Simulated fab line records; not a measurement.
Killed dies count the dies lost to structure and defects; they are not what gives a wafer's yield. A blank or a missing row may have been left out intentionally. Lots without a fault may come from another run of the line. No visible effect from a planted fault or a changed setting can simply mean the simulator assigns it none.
Chamber matching    flow sky130    pecvd-03 running SKY_CAPM_CVD_00: 3 sister chambers
The step deposits SiO2, target thk 15.5 nm. 3 wafers are shown with their chamber, then 12 later ones without.

== EACH WAFER AND ITS CHAMBER ==
wafer   chamber  heaterPowerW (W)
L086.4  0        765
L088.1  1        825
L088.4  2        635

== WAFERS WHOSE CHAMBER IS MISSING ==
wafer   heaterPowerW (W)
L090.1  658
L090.2  790
L090.3  745
L090.4  768
L090.5  797
L090.6  686
L095.1  926
L095.2  550
L095.3  712
L095.4  543
L095.5  697
L095.6  933

== WHICH CHAMBER EACH ONE RAN IN ==
wafer   from the rows above           in truth
L090.1  can't be placed: 2 or 0       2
L090.2  can't be placed: 0 or 1       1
L090.3  can't be placed: 0 or 1 or 2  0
L090.4  can't be placed: 0 or 1       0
L090.5  can't be placed: 1 or 0       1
L090.6  can't be placed: 2 or 0 or 1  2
L095.1  can't be placed: 1 or 0       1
L095.2  2                             2
L095.3  can't be placed: 0 or 2 or 1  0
L095.4  2                             2
L095.5  can't be placed: 2 or 0 or 1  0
L095.6  can't be placed: 1 or 0       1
Correct placement for 2 of the 12. Can't be placed from these rows: 10 (the true chamber is among the candidates in 10). Number placed wrongly: 0.
How it was worked out, from the rows above alone: a wafer's distance from a chamber is the root of the sum, over the readings, of the square of ((its reading less the chamber's mean) divided by the reading's scatter). If the next closest chamber is less than 2 further off than the closest, the wafer can't be placed; otherwise it belongs to the closest. For every chamber, the mean is computed from those of its wafers that are shown. The scatter: root of mean squared gap, hidden wafer to nearest shown wafer, with one shown wafer a chamber.
